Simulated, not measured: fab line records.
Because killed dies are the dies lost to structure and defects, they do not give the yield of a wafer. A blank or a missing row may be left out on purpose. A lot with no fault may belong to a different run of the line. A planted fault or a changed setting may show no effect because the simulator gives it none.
A struck lot beside a sound one :: flow sky130 :: 14 steps out of a route of 708
Sound: these wafers, L812.2, L812.3, L812.4. Struck: wafers L813.3, L813.4, L813.6. At the end, the cause is stated.
Per side, at each step with rows, come the tool, then ch with its chambers, and then its first start. Under that, the readings that differ: sound wafers :: struck wafers :: difference of the means :: sigmas: that difference in standard deviations of wafers without a fault.
alike: same words and numbers on both sides, and readings whose means sit less than 2 such deviations apart. not compared: any withheld reading, any reading some wafer has no value for, any bound like >300 that may hide the same value, and any number with overlapping values for which the record gives no deviation.
A row with sigmas, a row that says differs or no value, or rows on one side alone: a step with any of these is where the two part. When numbers do not overlap yet have no deviation, they are printed without sigmas and do not part them. Lack of a reading on every wafer of one side parts them only where that side has two or more wafers.

first, 4 steps without rows for these wafers: SKY_RES_XHIGH_EXPOSE_04 (exposes mask URPM, target cd 1270 nm); SKY_RES_XHIGH_PEB_05; SKY_RES_XHIGH_DEVELOP_06 (develop time 60 s); SKY_RES_XHIGH_IMPLANT_07.
SKY_RES_XHIGH_STRIP_08: strips in O2/N2.
  sound on plasmaAsher-01 ch 0,1, day 29 18:20; struck on plasmaAsher-01 ch 0,1, day 29 23:52
reading: stripTimeToEndpointS (s)
sound: 14.31 14.35 14.38
struck: 14.23 14.24 14.24
difference: -0.11
sigmas: -2
  alike: drypumpMotorCurrentA, oesProductAu
  not compared: rfHoursCounterH
SKY_RES_XHIGH_TW_MEAS_09:
  struck on filmMetro-03, day 29 23:57; sound on filmMetro-04, day 29 18:26
  alike: RES_XHIGH_TW
then, 6 steps without rows for these wafers: SKY_SD_N_DEHYDRATE_00 (time 60 s); SKY_SD_N_HMDS_01 (prime time 60 s); SKY_SD_N_COAT_02 (resist thk 1140 nm); SKY_SD_N_SOFTBAKE_03 (time 60 s); SKY_SD_N_EXPOSE_04 (exposes mask NSDM, target cd 380 nm); SKY_SD_N_PEB_05.
SKY_SD_N_DEVELOP_06: develop time 60 s.
  struck on lithoTrack-02, day 31 03:28; sound on lithoTrack-01 ch 0, day 30 21:49
  no value came back on the struck wafers for chillPlateTempC (C), developTimeS (s); on the sound wafers chillPlateTempC (C) reads 22.81 23.09 23.03
SKY_SD_N_CD_MEAS_07 targets a cd of 380 nm.
  struck on cdSem-02, day 31 03:36; sound on cdSem-01, day 30 21:58
reading: cdNm (nm)
sound: 380.4 381.0 381.3
struck: - - -
difference: no value on the struck wafers
sigmas: 

== WHERE THEY PART ==
Last at SKY_SD_N_CD_MEAS_07 as far as this record goes, first at SKY_RES_XHIGH_STRIP_08.

WHY: the cause the simulator had injected
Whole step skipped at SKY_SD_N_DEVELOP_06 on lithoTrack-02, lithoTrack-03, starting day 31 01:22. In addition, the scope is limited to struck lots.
